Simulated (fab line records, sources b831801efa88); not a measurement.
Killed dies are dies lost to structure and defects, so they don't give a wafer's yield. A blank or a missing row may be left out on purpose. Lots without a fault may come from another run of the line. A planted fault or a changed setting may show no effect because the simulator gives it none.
fab line records | flow sky130 | part 2 of 2: steps 24 to 35 of 35
record lots=5 wafers=15 last_day=50
route steps=708 shown FIELD_ISO@13 NWELL@32 DNWELL@35 PWDE@45
lots that met no fault: from a run of the same line without faults
start_h: hours from the record's first day to the start of the lot's first wafer shown | wait_h: hours since the lot's step before | " the same as in the row above | L1.1+2: a row that stands for several wafers | - no value, or no start given | * or withheld: withheld | < > ~ a bound
route shown NAME@n: a module of which the file shows steps, and the number in the route of the first | usual: mean/standard deviation of fault-free wafers | same: alike in all rows | chamber/n: place in a boat | sites: the reading at each site | _std_site: their standard deviation | _edge_site: outer sites' mean less inner sites' | radius_mm: how far each site lies from the wafer's centre | mask NAME#n: copy n | behind: the tool/chamber that last shaped the wafer | hold: why the lot was held/for how many hours/how that ended | device: the transistor (n, p or np) that didn't switch | end of line: the same wafers' tests at the end of the route | a step without rows: its recipe alone | killed: dies lost to structure and defects at the first sort, not the wafer's yield | map: a wafer's dies, x killed, . not, _ none there
set.NAME: the setting as run; set.NAME@STEP: as run at that earlier step | model.NAME: the simulator's own value behind a step, which no gauge read
lots at some steps of the route; a table a step, a row a wafer
services: from which hour (start_h, from the record's first day; less than 0 if before it) a tool's chamber was out of use, for how many hours, and why
## steps
# step SKY_DNWELL_HMDS_01
# recipe prime_time_s=60 prime_temp_c=120
# columns lot.wafer tool chamber start_h wait_h
L074.2+3+4 litho_track-03 0 43.97 0.1
L077.2+3+5 litho_track-04 0 61.33 0.1
L089.1+4+6 litho_track-04 0 121.45 0.1
L093.2+4+5 litho_track-03 0 145.92 0.1
L095.2+3+6 litho_track-02 0 156.25 0.1
# step SKY_DNWELL_COAT_02
# recipe spin_rpm=2000 resist_thk_nm=3000
# usual dispense_pressure_kPa=52/5.7
# columns lot.wafer tool chamber start_h wait_h dispense_pressure_kPa
L074.2 litho_track-03 0 44.12 0.1 45
L074.3 " 0 " " 45
L074.4 " 0 " " 45
L077.2 litho_track-04 0 61.48 0.1 52
L077.3 " 0 " " 52
L077.5 " 0 " " 52
L089.1 litho_track-04 0 121.60 0.1 53
L089.4 " 0 " " 52
L089.6 " 0 " " 52
L093.2 litho_track-03 0 146.07 0.1 45
L093.4 " 0 " " 45
L093.5 " 0 " " 45
L095.2 litho_track-02 0 156.40 0.1 58
L095.3 " 0 " " 58
L095.6 " 0 " " 58
# step SKY_DNWELL_SOFTBAKE_03
# recipe temp_c=110 time_s=withheld
# usual plate_temp_C=109.99/0.13
# columns lot.wafer tool chamber start_h wait_h plate_temp_C
L074.2 litho_track-03 0 44.28 0.1 110.04
L074.3 " 0 " " 110.14
L074.4 " 0 " " 110.08
L077.2 litho_track-04 0 61.64 0.1 109.84
L077.3 " 0 " " 110.13
L077.5 " 0 " " 109.90
L089.1 litho_track-04 0 121.75 0.1 110.17
L089.4 " 0 " " 110.01
L089.6 " 0 " " 109.75
L093.2 litho_track-03 0 146.23 0.1 110.01
L093.4 " 0 " " 110.02
L093.5 " 0 " " 109.81
L095.2 litho_track-02 0 156.56 0.1 109.91
L095.3 " 0 " " 109.88
L095.6 " 0 " " 109.99
# step SKY_DNWELL_EXPOSE_04
# recipe mask_id=DNM na=0.57 target_cd_nm=3000 dose_mj=222
# usual exposure_dose_mJ_cm2=222.00/0.22
# same na=0.57
# columns lot.wafer tool chamber start_h wait_h mask exposure_dose_mJ_cm2
L074.2 iline_stepper-01 0 - - DNM#0 222.05
L074.3 " 0 " " DNM#0 222.09
L074.4 " 0 " " DNM#0 222.12
L077.2 iline_stepper-02 0 - - DNM#0 221.81
L077.3 " 0 " " DNM#0 221.89
L077.5 " 0 " " DNM#0 222.10
L089.1 iline_stepper-01 0 - - DNM#0 222.07
L089.4 " 0 " " DNM#0 221.82
L089.6 " 0 " " DNM#0 222.22
L093.2 iline_stepper-01 0 - - DNM#0 221.83
L093.4 " 0 " " DNM#0 221.89
L093.5 " 0 " " DNM#0 221.73
L095.2 iline_stepper-02 0 - - DNM#0 221.89
L095.3 " 0 " " DNM#0 222.14
L095.6 " 0 " " DNM#0 222.23
# step SKY_DNWELL_PEB_05
# recipe temp_c=115 time_s=withheld
# usual plate_temp_C=114.98/0.12
# columns lot.wafer tool chamber start_h wait_h plate_temp_C
L074.2 litho_track-04 0 - - 115.10
L074.3 " 0 " " 115.01
L074.4 " 0 " " 115.10
L077.2 litho_track-04 0 - - 114.97
L077.3 " 0 " " 114.99
L077.5 " 0 " " 115.09
L089.1 litho_track-04 0 - - 114.92
L089.4 " 0 " " 114.94
L089.6 " 0 " " 114.85
L093.2 litho_track-02 0 - - 115.09
L093.4 " 0 " " 114.79
L093.5 " 0 " " 115.07
L095.2 litho_track-04 0 - - 114.97
L095.3 " 0 " " 114.89
L095.6 " 0 " " 115.02
# step SKY_DNWELL_DEVELOP_06
# recipe wall_angle_deg=90 developer=TMAH develop_time_s=60 dev_temp_c=23
# columns lot.wafer tool chamber start_h wait_h
L074.2+3+4 litho_track-04 0 - -
L077.2+3+5 litho_track-04 0 - -
L089.1+4+6 litho_track-04 0 - -
L093.2+4+5 litho_track-02 0 - -
L095.2+3+6 litho_track-04 0 - -
# step SKY_DNWELL_IMPLANT_07
# recipe species=P energy_kev=withheld dose_cm2=withheld tilt_deg=withheld
# columns lot.wafer tool chamber start_h wait_h
L074.2+3+4 implanter-01 0 52.23 -
L077.2+3+5 implanter-04 0 69.63 -
L089.1+4+6 implanter-04 0 130.80 -
L093.2+4+5 implanter-04 0 156.10 -
L095.2+3+6 implanter-04 0 166.58 -
# step SKY_DNWELL_STRIP_08
# recipe chemistry=O2/N2 power_w=1400 pressure_mtorr=1500 platen_temp_c=withheld o2_flow_sccm=3000 n2_flow_sccm=300 overash_fraction=0.5
# usual drypump_motor_current_A=5.8/0.53 oes_product_au=0.722/0.0043 strip_time_to_endpoint_s=36.88/0.11
# columns lot.wafer tool chamber start_h wait_h drypump_motor_current_A oes_product_au rf_hours_counter_h strip_time_to_endpoint_s
L074.2 plasma_asher-03 1 52.35 0.1 5.7 0.728 35 36.99
L074.3 " 0 " " 4.9 0.721 - 37.01
L074.4 " 1 " " 5.8 0.716 - 37.00
L077.2 plasma_asher-01 0 69.75 0.1 6.6 0.723 27 37.03
L077.3 " 1 " " 6.1 0.724 - 37.02
L077.5 " 0 " " 6.6 0.729 - 37.03
L089.1 plasma_asher-02 1 130.95 0.1 5.7 0.721 44 36.84
L089.4 " 0 " " 6.1 0.720 - 36.94
L089.6 " 0 " " 6.1 0.723 - 36.88
L093.2 plasma_asher-03 0 156.22 0.1 4.9 0.718 46 36.86
L093.4 " 1 " " 5.7 0.721 - 36.84
L093.5 " 0 " " 4.9 0.727 - 36.79
L095.2 plasma_asher-02 1 166.70 0.1 5.8 0.720 47 36.88
L095.3 " 0 " " 6.1 0.717 - 36.86
L095.6 " 0 " " 6.1 0.726 - 36.87
# step SKY_DNWELL_TW_MEAS_09
# usual DNWELL_TW=1124/7.3
# columns lot.wafer tool chamber start_h wait_h DNWELL_TW
L074.2 film_metro-03 - 52.46 0.1 1123
L074.3 " - " " 1125
L074.4 " - " " 1127
L077.2 film_metro-03 - 69.86 0.1 1127
L077.3 " - " " 1125
L077.5 " - " " 1126
L089.1 film_metro-03 - 131.05 0.1 1124
L089.4 " - " " 1116
L089.6 " - " " 1119
L093.2 film_metro-03 - 156.33 0.1 1128
L093.4 " - " " 1126
L093.5 " - " " 1131
L095.2 film_metro-02 - 166.81 0.1 1116
L095.3 " - " " 1123
L095.6 " - " " 1119
# step SKY_PWDE_DEHYDRATE_00
# recipe temp_c=200 time_s=60
# usual plate_temp_C=200.00/0.14
# columns lot.wafer tool chamber start_h wait_h plate_temp_C
L074.2 litho_track-03 0 59.57 7.1 200.02
L074.3 " 0 " " 200.33
L074.4 " 0 " " 200.18
L077.2 litho_track-04 0 76.53 6.7 199.96
L077.3 " 0 " " 199.84
L077.5 " 0 " " 199.95
L089.1 litho_track-03 0 140.09 9.0 199.97
L089.4 " 0 " " 199.90
L089.6 " 0 " " 199.68
L093.2 litho_track-01 0 165.32 9.0 199.94
L093.4 " 0 " " 200.17
L093.5 " 0 " " 199.90
L095.2 litho_track-04 0 176.58 9.8 199.98
L095.3 " 0 " " 200.01
L095.6 " 0 " " 199.92
# step SKY_PWDE_HMDS_01
# recipe prime_time_s=60 prime_temp_c=120
# columns lot.wafer tool chamber start_h wait_h
L074.2+3+4 litho_track-03 0 59.72 0.1
L077.2+3+5 litho_track-04 0 76.68 0.1
L089.1+4+6 litho_track-03 0 140.24 0.1
L093.2+4+5 litho_track-01 0 165.47 0.1
L095.2+3+6 litho_track-04 0 176.73 0.1
# step SKY_PWDE_COAT_02
# recipe spin_rpm=2000 resist_thk_nm=3000
# usual dispense_pressure_kPa=50.0/2.9
# columns lot.wafer tool chamber start_h wait_h dispense_pressure_kPa
L074.2 litho_track-03 0 59.87 0.1 45.1
L074.3 " 0 " " 45.2
L074.4 " 0 " " 45.1
L077.2 litho_track-04 0 76.83 0.1 52.5
L077.3 " 0 " " 52.5
L077.5 " 0 " " 52.4
L089.1 litho_track-03 0 140.39 0.1 45.2
L089.4 " 0 " " 45.2
L089.6 " 0 " " 45.2
L093.2 litho_track-01 0 165.62 0.1 50.8
L093.4 " 0 " " 50.8
L093.5 " 0 " " 50.8
L095.2 litho_track-04 0 176.88 0.1 52.5
L095.3 " 0 " " 52.5
L095.6 " 0 " " 52.5
## services
# columns tool chamber start_h hours kind
rie_si-02 2 29.63 29.1 repair
rie_si-02 - 31.42 14.6 pm
rie_diel-04 - 33.62 2.8 pm
cmp-01 - 42.94 0.4 repair
rie_diel-03 2 49.36 4.8 repair
hdpcvd-02 1 49.47 11.5 repair
furnace-01 - 61.72 2.9 pm
rie_diel-03 3 66.66 9.8 repair
hdpcvd-02 - 66.75 15.0 pm
plasma_asher-02 - 80.71 8.3 repair
implanter-04 - 83.54 3.5 pm
hdpcvd-02 - 87.76 0.8 pm
iline_stepper-01 - 92.90 4.4 pm
rie_si-02 3 98.33 3.8 repair
rie_diel-04 3 102.17 8.1 repair
hdpcvd-02 1 113.73 3.1 repair
rie_si-02 3 116.42 10.1 repair
cmp-01 - 127.94 6.2 repair
implanter-04 - 140.96 1.3 repair
rie_diel-04 3 148.54 2.8 repair
rie_diel-04 2 156.19 3.0 repair
rie_diel-03 2 158.69 17.0 repair
furnace-02 - 169.50 4.5 pm
furnace-02 - 176.79 2.5 pm
